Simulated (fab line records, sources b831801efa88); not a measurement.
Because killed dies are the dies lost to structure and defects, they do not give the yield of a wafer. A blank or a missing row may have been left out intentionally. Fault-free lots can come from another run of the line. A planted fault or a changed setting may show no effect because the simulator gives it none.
A struck lot beside a sound one | flow sfqLine | 43 steps out of a route of 325
Sound: the wafers L253.3, L253.4, L253.6. The struck wafers were L265.2, L265.5, L265.6. Last of all comes the cause.
For every step that has rows: the tool of each side, followed by ch and its chambers, followed by its first start. Under that, the readings that differ: sound wafers | struck wafers | difference of the means | sigmas: that difference in standard deviations of wafers without a fault.
alike: readings with means less than 2 such deviations apart, plus words and numbers identical on both sides. not compared: withheld readings, readings lacking a value on some wafer, bounds such as >300 that could conceal the same value, and numbers that have no deviation in the record and whose values overlap.
Wherever a step has rows on one side only, a row that says differs or no value, or a row with sigmas, the two part there. Numbers that have no deviation but don't overlap get no sigmas and don't part them. A reading that every wafer of one side lacks parts them only if that side has two wafers or more.

first, 3 steps without rows for these wafers: SFQ_TRILAYER_M5_LITHO_EXPOSE_124 (exposes mask M5, target cd 700 nm); SFQ_TRILAYER_M5_LITHO_PEB_126 (peb time 60 s); SFQ_TRILAYER_M5_LITHO_DEVELOP_125 (time 60 s).
SFQ_M5_OVL_MEAS_932:
  struck on overlay-01, day 61 16:10; sound on overlay-02, day 58 12:35
  alike: M5_OVL
SFQ_TRILAYER_M5_BARC_OPEN_METAL_ETCH_161: etches BARC in O2, target depth 125 nm, time 41.7 s.
  sound on rieMetal-03 ch 0,1, day 58 12:37; struck on rieMetal-04 ch 0,1, day 61 16:12
  alike: drypumpMotorCurrentA, oesProductAu
  not compared: rfHoursCounterH
then, 7 steps without rows for these wafers: SFQ_TRILAYER_M5_ETCH_METAL_ETCH_126 (etches Nb in Cl2/BCl3, stops on SiO2, time 203.2 s, target depth 265 nm); SFQ_TRILAYER_M5_STRIP_STRIP_127 (strips in O2); SFQ_TRILAYER_M5_STRIP_SOLV_CLEAN_128 (cleans in NMP, time 600 s); SFQ_TRILAYER_A5B_DEP_PECVD_129 (deposits SiO2 from SiH4/N2O, time 133.33 s, target thk 600 nm); SFQ_TRILAYER_A5B_CMP_CMP_130 (polishes, stops on Nb, target thk 340.7 nm); SFQ_TRILAYER_A5B_METRO_MEASURE_131; SFQ_TRILAYER_R5_DEP_SPUTTER_132 (material Ti, target thk 5 nm, time 5 s).
SFQ_TRILAYER_R5_DEP_SPUTTER_133: material MoNx, target thk 40 nm, time 66.7 s.
  struck on pvdSputter-05, day 61 21:32; sound on pvdSputter-03, day 58 20:17
reading                                              | sound             | struck            | difference | sigmas
model.MoNx_of_TRILAYER_R5_DEP_SPUTTER_133.thkNm (nm) | 39.46 39.89 39.48 | 29.62 29.17 29.51 | -10.18     | 
  alike: throttleValvePct
then, 1 step without rows for these wafers: SFQ_TRILAYER_R5_DEP_SPUTTER_134 (material Ti, target thk 5 nm, time 5 s).
SFQ_R5_RS_MEAS_933: measurement is done with a four-point probe.
  struck on filmMetro-04, day 61 21:38; sound on filmMetro-04, day 58 20:25
reading             | sound          | struck         | difference | sigmas
R5_MONX_RS (ohm/sq) | 7.12 7.04 7.11 | 9.28 9.46 9.32 | +2.26      | +28
SFQ_R5_THK_MEAS_934: measures by xrf.
  struck on filmMetro-04, day 61 21:44; sound on filmMetro-04, day 58 20:31
reading          | sound          | struck         | difference | sigmas
R5_MONX_THK (nm) | 38.1 38.6 38.0 | 28.5 28.2 28.5 | -9.8       | -19
then, 6 steps without rows for these wafers: SFQ_TRILAYER_R5_LITHO_COAT_141 (resist thk 62 nm); SFQ_TRILAYER_R5_LITHO_COAT_136 (resist thk 600 nm); SFQ_TRILAYER_R5_LITHO_SOFTBAKE_140; SFQ_TRILAYER_R5_LITHO_EXPOSE_137 (exposes mask R5, target cd 500 nm); SFQ_TRILAYER_R5_LITHO_PEB_139 (peb time 60 s); SFQ_TRILAYER_R5_LITHO_DEVELOP_138 (time 60 s).
-- the record jumps here: 6 days lie between the struck wafers' starts before and after --
SFQ_R5_OVL_MEAS_935:
  struck on overlay-01, day 67 17:44; sound on overlay-01, day 59 07:27
  alike: R5_OVL
SFQ_TRILAYER_R5_BARC_OPEN_METAL_ETCH_177: etches BARC in O2, target depth 125 nm, time 41.7 s.
  sound on rieMetal-03 ch 0,1, day 59 07:30; struck on rieMetal-04 ch 0,1, day 67 17:46
  alike: drypumpMotorCurrentA, oesProductAu
  not compared: rfHoursCounterH
SFQ_TRILAYER_R5_ETCH_METAL_ETCH_139: etches the open film in Cl2, stops on SiO2, target depth 60 nm, time 40 s.
  sound on rieMetal-03 ch 0,1, day 59 07:34; struck on rieMetal-04 ch 0,1, day 67 17:50
  alike: drypumpMotorCurrentA, oesProductAu
  not compared: rfHoursCounterH
then, 2 steps without rows for these wafers: SFQ_TRILAYER_R5_STRIP_STRIP_140 (strips in O2); SFQ_TRILAYER_R5_STRIP_SOLV_CLEAN_141 (cleans in NMP, time 600 s).
SFQ_TRILAYER_A5C_DEP_PECVD_142: deposits SiO2 from SiH4/N2O, time 15.556 s, target thk 70 nm.
  sound on pecvd-02 ch 0,1,2, day 59 08:22; struck on pecvd-02 ch 0,1,2, day 67 18:41
  alike: heaterPowerW, throttleValvePct
then, 6 steps without rows for these wafers: SFQ_TRILAYER_I5_LITHO_COAT_149 (resist thk 62 nm); SFQ_TRILAYER_I5_LITHO_COAT_144 (resist thk 650 nm); SFQ_TRILAYER_I5_LITHO_SOFTBAKE_148; SFQ_TRILAYER_I5_LITHO_EXPOSE_145 (exposes mask I5, target cd 700 nm); SFQ_TRILAYER_I5_LITHO_PEB_147 (peb time 60 s); SFQ_TRILAYER_I5_LITHO_DEVELOP_146 (time 60 s).
SFQ_I5_OVL_MEAS_936:
  struck on overlay-01, day 69 08:34; sound on overlay-02, day 59 21:57
  alike: I5_OVL
SFQ_TRILAYER_I5_BARC_OPEN_VIA_ETCH_200: etches BARC in O2, target depth 125 nm, time 41.7 s.
  sound on rieDiel-03 ch 0,1,2, day 59 21:59; struck on rieDiel-04 ch 1,2,3, day 69 08:36
  alike: drypumpMotorCurrentA, oesProductAu
  not compared: rfHoursCounterH
then, 6 steps without rows for these wafers: SFQ_TRILAYER_I5_ETCH_VIA_ETCH_147 (etches the open film in CHF3, stops on Nb, target depth 360 nm); SFQ_TRILAYER_I5_STRIP_STRIP_148 (strips in O2); SFQ_TRILAYER_I5_STRIP_SOLV_CLEAN_149 (cleans in NMP, time 600 s); SFQ_TRILAYER_C5_LITHO_COAT_156 (resist thk 62 nm); SFQ_TRILAYER_C5_LITHO_COAT_151 (resist thk 650 nm); SFQ_TRILAYER_C5_LITHO_SOFTBAKE_155.
-- the record jumps here: 11 days lie between the struck wafers' starts before and after --
SFQ_M8_BOW_MEAS_951:
  struck on filmMetro-04, day 80 04:44; sound on filmMetro-02, day 74 19:37
reading                | sound             | struck            | difference | sigmas
model.etest.r5.ohmUm   | 14.26 14.07 14.25 | 19.05 19.35 19.14 | +4.99      | 
model.etest.c5.linkOhm | 8.115 8.04 8.116  | 10.5 10.64 10.52  | +2.5       | 
model.etest.r5.ohmSq   | 7.153 7.076 7.149 | 9.529 9.677 9.566 | +2.465     | 
  alike: M8_BOW

== WHERE THEY PART ==
First at SFQ_R5_RS_MEAS_933; last, within this record, at SFQ_R5_THK_MEAS_934. Later steps at which nothing parts them and some readings are alike: SFQ_R5_OVL_MEAS_935, SFQ_TRILAYER_R5_BARC_OPEN_METAL_ETCH_177, SFQ_TRILAYER_R5_ETCH_METAL_ETCH_139, SFQ_TRILAYER_A5C_DEP_PECVD_142, SFQ_I5_OVL_MEAS_936, SFQ_TRILAYER_I5_BARC_OPEN_VIA_ETCH_200, SFQ_M8_BOW_MEAS_951.

WHY: whatever the simulator had introduced
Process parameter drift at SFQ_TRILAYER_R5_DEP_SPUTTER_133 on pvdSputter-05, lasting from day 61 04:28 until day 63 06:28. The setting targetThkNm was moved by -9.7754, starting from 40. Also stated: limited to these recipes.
